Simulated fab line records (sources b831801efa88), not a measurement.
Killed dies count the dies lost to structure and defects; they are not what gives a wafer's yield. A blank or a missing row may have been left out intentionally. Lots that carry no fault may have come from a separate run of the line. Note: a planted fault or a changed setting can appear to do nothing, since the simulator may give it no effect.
The tool behind it: which one? :: flow gf180mcu :: Sampling: 6 lots, 18 wafers, 3 of 602 route steps

## WHAT EACH GAUGE READ, for each wafer
GF_TOP_METAL_RS_MEAS_05: measures by four-point-probe.
lot: L707
measured: day 28 06:57
on: film-metro-02
TOP_METAL_ALCU_RS (ohm/sq): 0.0335 0.0335 0.0336

lot: L711
measured: day 29 08:34
on: film-metro-02
TOP_METAL_ALCU_RS (ohm/sq): 0.0332 0.0332 0.0335

lot: L714
measured: day 29 23:31
on: film-metro-04
TOP_METAL_ALCU_RS (ohm/sq): 0.0323 0.0320 0.0328

lot: L718
measured: day 31 04:53
on: film-metro-02
TOP_METAL_ALCU_RS (ohm/sq): 0.0319 0.0328 0.0319

lot: L725
measured: day 32 21:02
on: film-metro-04
TOP_METAL_ALCU_RS (ohm/sq): 0.0330 0.0329 0.0326

lot: L728
measured: day 33 16:53
on: film-metro-04
TOP_METAL_ALCU_RS (ohm/sq): 0.0315 0.0328 0.0316

## TOOL THAT RAN EACH LOT (tool first, then ch and the chambers of the sampled wafers, then the start)
lot: L707
GF_V5_ETCH_16: rie-diel-01 ch 1,2,3, day 28 05:21
GF_V5_STRIP_18: plasma-asher-03 ch 0, day 28 05:30

lot: L711
GF_V5_ETCH_16: rie-diel-01 ch 0,1,3, day 29 06:57
GF_V5_STRIP_18: plasma-asher-03 ch 0,1, day 29 07:06

lot: L714
GF_V5_ETCH_16: rie-diel-01 ch 1,2, day 29 21:55
GF_V5_STRIP_18: plasma-asher-01 ch 0,1, day 29 22:04

lot: L718
GF_V5_ETCH_16: rie-diel-01 ch 0,1,3, day 31 03:14
GF_V5_STRIP_18: plasma-asher-01 ch 0, day 31 03:23

lot: L725
GF_V5_ETCH_16: rie-diel-02 ch 1,2,3, day 32 19:10
GF_V5_STRIP_18: plasma-asher-03 ch 0,1, day 32 19:19

lot: L728
GF_V5_ETCH_16: rie-diel-04 ch 2,3, day 33 15:15
GF_V5_STRIP_18: plasma-asher-01 ch 0,1, day 33 15:26
- GF_V5_ETCH_16: etches BARC in N2/H2.
- GF_V5_STRIP_18: strips in O2/N2.

## THE ANSWER, worked out from the rows above alone
Rule: the lots themselves supply what counts as usual. The widest of any qualifying gaps counts: lots, ordered by their means at a reading, are off when they make up no more than a third of the lots, leave a main group of 4 or more, and stand apart from it by 3 or more times the standard deviation of that group's means. A main group is skipped when, at the precision printed for the reading in the tables above, its means are all equal. A lot without any number at a reading at which 4 lots or more have one is off too. The other lots that the step has rows for count as sound.
Nothing can be told from this: no lot is off at any reading shown.

## WHAT WAS PUT IN BY THE SIMULATOR
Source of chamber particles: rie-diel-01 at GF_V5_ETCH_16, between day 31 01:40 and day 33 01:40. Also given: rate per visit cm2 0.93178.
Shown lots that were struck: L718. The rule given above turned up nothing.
